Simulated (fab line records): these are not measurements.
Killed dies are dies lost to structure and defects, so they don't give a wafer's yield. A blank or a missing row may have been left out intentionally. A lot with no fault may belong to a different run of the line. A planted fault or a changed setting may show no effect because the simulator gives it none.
Chamber matching -- flow sky130 -- cmp-02 running SKY_VIA3_CMP_24: 4 sister chambers
The step polishes, stops on SiO2, t overpolish 20 s, target thk 0 nm. 4 wafers are shown with their chamber, then 7 later ones without.

WAFERS PAIRED WITH THEIR CHAMBERS
wafer,chamber,motorCurrentA (A)
L443.1,1,11.5
L447.6,2,8.8
L449.5,0,12.1
L454.1,3,10.5

WAFERS WHOSE CHAMBER IS MISSING
wafer,motorCurrentA (A)
L454.5,11.5
L463.2,12.3
L463.5,10.2
L463.6,8.8
L464.2,10.3
L464.3,11.6
L464.4,11.7

WHICH CHAMBER EACH WENT THROUGH
wafer,from the rows above,in truth
L454.5,1,1
L463.2,0,0
L463.5,3,3
L463.6,2,2
L464.2,3,3
L464.3,1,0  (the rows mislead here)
L464.4,can't be placed: 1 or 0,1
Placed correctly: 5 of 7. These rows do not allow placing 1 (true chamber among the candidates in 1). Wrongly placed: 1.
How it was worked out, from the rows above alone: a wafer's distance from a chamber is the root of the sum, over the readings, of the square of ((its reading less the chamber's mean) divided by the reading's scatter). The wafer belongs to the nearest chamber; if the next one is less than 2 further off, it can't be placed. The mean given for a chamber averages the wafers shown for that chamber. The scatter: with one shown wafer a chamber, the root of the mean of the squares of how far each hidden wafer lies from its nearest shown one.
